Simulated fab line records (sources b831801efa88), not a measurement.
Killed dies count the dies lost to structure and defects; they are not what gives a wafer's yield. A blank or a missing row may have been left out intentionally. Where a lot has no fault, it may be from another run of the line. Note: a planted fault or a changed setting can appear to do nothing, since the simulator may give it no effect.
Which tool was responsible?	flow sky130	route of 708 steps, sampled at 1 step: 6 lots, 18 wafers

== WHAT EACH GAUGE READ, for each wafer ==
SKY_VT_ADJUST_LVTN_OVL_MEAS_18.
lot	measured	on	VT_ADJUST_LVTN_01_OVL (nm)
L428	day 8 03:19	overlay-02	1.6 1.7 1.6
L432	day 9 12:45	overlay-01	1.3 1.0 1.7
L441	day 12 03:56	overlay-02	0.3 1.2 1.0
L443	day 13 00:08	overlay-02	-0.9 0.5 -1.7
L445	day 13 09:41	overlay-01	0.8 0.2 0.7
L447	day 14 04:06	overlay-01	1.4 -0.3 -0.4

== EACH LOT AND THE TOOL THAT RAN IT (in order: tool; ch and the chambers of the sampled wafers; start) ==
Before these readings, the record contains no process step.

== THE ANSWER, worked out from the rows above alone ==
Rule: the lots themselves supply what counts as usual. Put in order of their means at a reading, lots are off if they are a third of the lots or fewer, leave a main group of 4 or more, and stand apart from it by a gap of 3 or more times the standard deviation of the main group's means; of several such gaps the widest counts. If all means in a main group match to the digits the tables above print for the reading, that group is not used. A lot without any number at a reading at which 4 lots or more have one is off too. All remaining lots with rows at the step are treated as sound.
Across all readings shown, no lot is off: no conclusion can be drawn from this.

== WHAT THE SIMULATOR HAD INSERTED ==
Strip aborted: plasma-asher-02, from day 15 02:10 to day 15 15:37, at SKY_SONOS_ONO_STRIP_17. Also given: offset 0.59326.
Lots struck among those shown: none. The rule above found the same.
